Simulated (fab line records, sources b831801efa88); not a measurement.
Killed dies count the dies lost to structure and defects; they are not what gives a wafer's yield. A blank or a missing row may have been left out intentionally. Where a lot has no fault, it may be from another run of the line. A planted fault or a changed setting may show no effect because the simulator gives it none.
Which tool is to blame? + flow sky130 + Sampling: 14 lots, 42 wafers, 7 of 708 route steps

== WHAT THE GAUGES READ, wafer by wafer ==
SKY_FIELD_ISO_CD_MEAS_13: target cd 150 nm.
| lot  | measured    | on       | cdNm (nm)         |
|------|-------------|----------|-------------------|
| L719 | day 2 06:24 | cdSem-02 | 151.5 149.8 150.3 |
| L721 | day 2 14:10 | cdSem-01 | 150.2 149.1 149.2 |
| L722 | day 2 19:40 | cdSem-02 | 153.1 152.5 152.5 |
| L723 | day 3 02:59 | cdSem-02 | 149.9 149.4 149.8 |
| L724 | day 3 09:05 | cdSem-01 | 150.4 150.1 151.3 |
| L726 | day 3 16:59 | cdSem-01 | 150.6 151.0 151.3 |
| L728 | day 4 05:19 | cdSem-01 | 150.2 150.7 149.2 |
| L730 | day 4 14:23 | cdSem-01 | 150.5 149.9 150.5 |
| L734 | day 5 14:56 | cdSem-02 | 150.3 150.5 150.8 |
| L735 | day 5 19:34 | cdSem-02 | 151.3 149.6 151.6 |
| L738 | day 6 07:59 | cdSem-02 | 150.6 147.7 149.8 |
| L740 | day 6 18:19 | cdSem-01 | 149.6 148.4 148.5 |
| L741 | day 7 01:12 | cdSem-02 | 148.9 148.6 149.9 |
| L742 | day 7 03:02 | cdSem-02 | 148.1 150.0 148.5 |

SKY_PWDE_OVL_MEAS_07.
| lot  | measured    | on         | PWDE_OVL (nm)  |
|------|-------------|------------|----------------|
| L719 | day 3 19:56 | overlay-02 | 0.9 0.8 0.8    |
| L721 | day 4 07:23 | overlay-02 | -3.2 -0.8 -2.4 |
| L722 | day 4 11:44 | overlay-01 | -1.4 -1.7 -0.3 |
| L723 | day 4 18:56 | overlay-02 | -0.9 0.5 -2.4  |
| L724 | day 5 00:08 | overlay-02 | -2.7 -3.0 -2.5 |
| L726 | day 5 09:38 | overlay-01 | -0.9 0.7 2.2   |
| L728 | day 5 22:56 | overlay-02 | -0.9 0.0 2.4   |
| L730 | day 6 15:38 | overlay-02 | -0.7 -1.3 -1.3 |
| L734 | day 7 11:59 | overlay-02 | -0.3 1.0 1.4   |
| L735 | day 7 18:17 | overlay-01 | - - 0.3        |
| L738 | day 8 14:23 | overlay-02 | - 0.4 -3.0     |
| L740 | day 8 22:53 | overlay-02 | -1.4 0.2 -1.7  |
| L741 | day 9 03:21 | overlay-02 | 0.0 -1.2 -2.2  |
| L742 | day 9 03:02 | overlay-01 | -0.6 0.6 0.2   |

SKY_NWELL_OVL_MEAS_10.
| lot  | measured     | on         | NWELL_00_OVL (nm) |
|------|--------------|------------|-------------------|
| L719 | day 4 12:29  | overlay-01 | 1.2 -0.7 -2.0     |
| L721 | day 4 23:38  | overlay-01 | -1.1 -2.4 -0.6    |
| L722 | day 5 03:53  | overlay-01 | -0.8 -1.1 -0.8    |
| L723 | day 5 11:26  | overlay-01 | 1.1 -1.2 0.2      |
| L724 | day 5 17:41  | overlay-02 | 1.0 1.9 -1.0      |
| L726 | day 6 04:23  | overlay-02 | -3.0 -2.0 -1.7    |
| L728 | day 6 18:08  | overlay-02 | -0.3 -1.6 1.1     |
| L730 | day 7 11:02  | overlay-01 | -0.5 0.2 -0.2     |
| L734 | day 8 08:53  | overlay-02 | -1.7 -1.6 -0.4    |
| L735 | day 8 14:19  | overlay-01 | - - 0.3           |
| L738 | day 9 12:22  | overlay-01 | - -2.6 -2.6       |
| L740 | day 9 21:35  | overlay-01 | -1.3 -0.2 -1.0    |
| L741 | day 10 01:23 | overlay-01 | -1.8 -2.7 -0.3    |
| L742 | day 10 01:13 | overlay-02 | -2.8 -1.9 -2.1    |

SKY_NWELL_RS_MEAS_29: a four-point-probe measurement.
| lot  | measured     | on           | NWELL_RS (ohm/sq) |
|------|--------------|--------------|-------------------|
| L719 | day 5 05:38  | filmMetro-04 | 618.4 620.9 618.9 |
| L721 | day 5 17:47  | filmMetro-04 | 619.0 618.2 619.1 |
| L722 | day 5 23:08  | filmMetro-02 | 618.3 617.8 618.3 |
| L723 | day 6 06:20  | filmMetro-01 | 616.1 616.9 616.1 |
| L724 | day 6 12:17  | filmMetro-04 | 619.8 617.7 619.8 |
| L726 | day 7 00:23  | filmMetro-01 | 618.5 617.2 615.5 |
| L728 | day 7 14:30  | filmMetro-02 | 618.8 618.6 618.4 |
| L730 | day 8 08:23  | filmMetro-01 | 618.5 616.9 617.3 |
| L734 | day 9 07:41  | filmMetro-02 | 617.9 617.6 618.1 |
| L735 | day 9 13:13  | filmMetro-04 | 619.6 616.0 618.3 |
| L738 | day 10 11:55 | filmMetro-01 | 614.9 615.1 617.3 |
| L740 | day 10 21:26 | filmMetro-02 | 616.3 615.1 613.9 |
| L741 | day 11 01:21 | filmMetro-04 | 617.3 618.1 617.6 |
| L742 | day 11 01:13 | filmMetro-01 | 615.7 614.7 616.1 |

SKY_VT_ADJUST_HVTP_CD_MEAS_07: target cd 380 nm.
| lot  | measured     | on       | cdNm (nm)   |
|------|--------------|----------|-------------|
| L719 | day 5 23:22  | cdSem-02 | 382 380 382 |
| L721 | day 6 11:53  | cdSem-01 | 382 384 379 |
| L722 | day 6 18:28  | cdSem-01 | 378 373 378 |
| L723 | day 7 01:29  | cdSem-01 | 381 381 379 |
| L724 | day 7 06:47  | cdSem-02 | 375 373 377 |
| L726 | day 7 20:38  | cdSem-01 | 378 377 377 |
| L728 | day 8 10:58  | cdSem-01 | 385 384 385 |
| L730 | day 9 05:51  | cdSem-01 | 380 379 382 |
| L734 | day 10 05:59 | cdSem-02 | 378 377 378 |
| L735 | day 10 11:29 | cdSem-01 | - - 377     |
| L738 | day 11 11:08 | cdSem-02 | - 381 376   |
| L740 | day 11 21:46 | cdSem-02 | 380 378 376 |
| L741 | day 12 02:01 | cdSem-01 | 379 380 377 |
| L742 | day 12 01:28 | cdSem-02 | 381 379 381 |

== WHICH TOOL RAN EACH LOT (tool, then ch and the chambers of the sampled wafers, then the start) ==
| lot  | SKY_FIELD_ISO_ETCH_14            | SKY_FIELD_ISO_ETCH_15            |
|------|----------------------------------|----------------------------------|
| L719 | rieDiel-04 ch 1,3, day 2 06:30   | rieDiel-04 ch 1,3, day 2 06:33   |
| L721 | rieDiel-03 ch 1,2,3, day 2 14:17 | rieDiel-03 ch 1,2,3, day 2 14:20 |
| L722 | rieDiel-02 ch 1,2,3, day 2 19:46 | rieDiel-02 ch 1,2,3, day 2 19:48 |
| L723 | rieDiel-04 ch 0,2,3, day 3 03:07 | rieDiel-04 ch 0,2,3, day 3 03:09 |
| L724 | rieDiel-02 ch 0,2,3, day 3 09:12 | rieDiel-02 ch 0,2,3, day 3 09:15 |
| L726 | rieDiel-03 ch 0,2, day 3 17:07   | rieDiel-03 ch 0,2, day 3 17:09   |
| L728 | rieDiel-04 ch 2,3, day 4 05:25   | rieDiel-04 ch 2,3, day 4 05:27   |
| L730 | rieDiel-04 ch 2,3, day 4 14:29   | rieDiel-04 ch 2,3, day 4 14:34   |
| L734 | rieDiel-03 ch 0,3, day 5 15:02   | rieDiel-03 ch 0,3, day 5 15:05   |
| L735 | rieDiel-04 ch 0,1, day 5 19:41   | rieDiel-04 ch 0,1, day 5 19:44   |
| L738 | rieDiel-04 ch 1,3, day 6 08:07   | rieDiel-04 ch 1,3, day 6 08:09   |
| L740 | rieDiel-03 ch 0,1,3, day 6 18:26 | rieDiel-03 ch 0,1,3, day 6 18:29 |
| L741 | rieDiel-03 ch 0,1,3, day 7 01:18 | rieDiel-03 ch 0,1,3, day 7 01:21 |
| L742 | rieDiel-02 ch 0,1, day 7 03:09   | rieDiel-02 ch 0,1, day 7 03:12   |
- SKY_FIELD_ISO_ETCH_14: etches BARC in N2/H2, stops on SiO2, time 45.9 s, target depth 60 nm.
- SKY_FIELD_ISO_ETCH_15: etches the open film in CHF3/O2, stops on Si, target depth 180 nm, time 72 s.

== WHAT THE TOOLS THEMSELVES READ (means of the sampled wafers that have a number; where no wafer has one, the mark that the record gives instead) ==
SKY_FIELD_ISO_ETCH_14.
| lot  | tool       | drypumpMotorCurrentA (A) | n2FlowSccm (sccm) | oesProductAu (a.u.) | runLengthS (s) | throttleValvePct (%) |
|------|------------|--------------------------|-------------------|---------------------|----------------|----------------------|
| L719 | rieDiel-04 | 5.7                      | 99.7              | 0.852               | 74.1           | 13.222               |
| L721 | rieDiel-03 | 5.7                      | 99.6              | 0.854               | 74.4           | 13.230               |
| L722 | rieDiel-02 | 5.7                      | 100.1             | 0.855               | 74.3           | 13.218               |
| L723 | rieDiel-04 | 5.8                      | 99.7              | 0.854               | 74.3           | 13.221               |
| L724 | rieDiel-02 | 5.8                      | 100.0             | 0.848               | 73.9           | 13.219               |
| L726 | rieDiel-03 | 5.8                      | 99.9              | 0.851               | 74.3           | 13.219               |
| L728 | rieDiel-04 | 5.6                      | 100.1             | 0.851               | 74.3           | 13.228               |
| L730 | rieDiel-04 | 5.6                      | 100.1             | 0.858               | 74.1           | 13.227               |
| L734 | rieDiel-03 | 5.0                      | 100.1             | 0.852               | 74.5           | 13.231               |
| L735 | rieDiel-04 | 5.9                      | 100.1             | 0.952               | 56.7           | 13.235               |
| L738 | rieDiel-04 | 5.7                      | 100.2             | 0.909               | 65.9           | 13.223               |
| L740 | rieDiel-03 | 5.5                      | 99.9              | 0.852               | 74.1           | 13.222               |
| L741 | rieDiel-03 | 5.5                      | 100.1             | 0.857               | 74.3           | 13.227               |
| L742 | rieDiel-02 | 6.2                      | 100.0             | 0.860               | 73.8           | 13.230               |

SKY_FIELD_ISO_ETCH_15.
| lot  | tool       | drypumpMotorCurrentA (A) | oesProductAu (a.u.) | runLengthS (s) | throttleValvePct (%) |
|------|------------|--------------------------|---------------------|----------------|----------------------|
| L719 | rieDiel-04 | 5.7                      | 0.940               | 100.3          | 8.847                |
| L721 | rieDiel-03 | 5.7                      | 0.937               | 100.2          | 8.846                |
| L722 | rieDiel-02 | 5.7                      | 0.942               | 99.9           | 8.839                |
| L723 | rieDiel-04 | 5.8                      | 0.950               | 100.4          | 8.856                |
| L724 | rieDiel-02 | 5.8                      | 0.938               | 99.7           | 8.836                |
| L726 | rieDiel-03 | 5.8                      | 0.950               | 100.7          | 8.843                |
| L728 | rieDiel-04 | 5.6                      | 0.945               | 100.4          | 8.843                |
| L730 | rieDiel-04 | 5.6                      | 0.944               | 100.4          | 8.840                |
| L734 | rieDiel-03 | 5.0                      | 0.942               | 100.4          | 8.841                |
| L735 | rieDiel-04 | 5.8                      | 0.565               | 99.8           | 8.729                |
| L738 | rieDiel-04 | 5.7                      | 0.755               | 100.4          | 8.789                |
| L740 | rieDiel-03 | 5.5                      | 0.952               | 100.5          | 8.844                |
| L741 | rieDiel-03 | 5.5                      | 0.945               | 100.3          | 8.844                |
| L742 | rieDiel-02 | 6.2                      | 0.947               | 99.8           | 8.839                |

== THE ANSWER, worked out from the rows above alone ==
Rule: the lots themselves supply what counts as usual. The widest of any qualifying gaps counts: lots, ordered by their means at a reading, are off when they make up no more than a third of the lots, leave a main group of 4 or more, and stand apart from it by 3 or more times the standard deviation of that group's means. The tables above print the reading to a certain number of digits; a main group whose means all agree to those digits is not used. A lot without any number at a reading at which 4 lots or more have one is off too. Where the step has rows for the other lots, those lots are counted as sound. First the gauges in route order, then the tools' own readings, where a lot's mean is used as printed above. At the first step where some lot is off, the reading lying furthest off is the one used; lots without a number count as furthest.
Off at SKY_FIELD_ISO_ETCH_14 (runLengthS): L735, L738. For the main group the mean is 74.2 s and the standard deviation 0.2.
If a tool, at that step or one of the process steps before it, ran each lot that is off and ran no sound lot following the first of them, it fits. One fits: SKY_FIELD_ISO_ETCH_14 on rieDiel-04. A fault onset in the window from L730 (day 4 14:29, its last sound lot) to L735 (day 5 19:41, its first lot off) fits.
The tool's own readings at SKY_FIELD_ISO_ETCH_14 bear it out: on the lots that are off they differ by more than 5 times the standard deviation of the sound lots' means. oesProductAu reads 0.930 a.u. there against 0.854 a.u. on the sound lots; runLengthS reads 61.3 s there against 74.2 s on the sound lots.

== WHAT WAS PUT IN BY THE SIMULATOR ==
rieDiel-04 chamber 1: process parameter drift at SKY_FIELD_ISO_ETCH_14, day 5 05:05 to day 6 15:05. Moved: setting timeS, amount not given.
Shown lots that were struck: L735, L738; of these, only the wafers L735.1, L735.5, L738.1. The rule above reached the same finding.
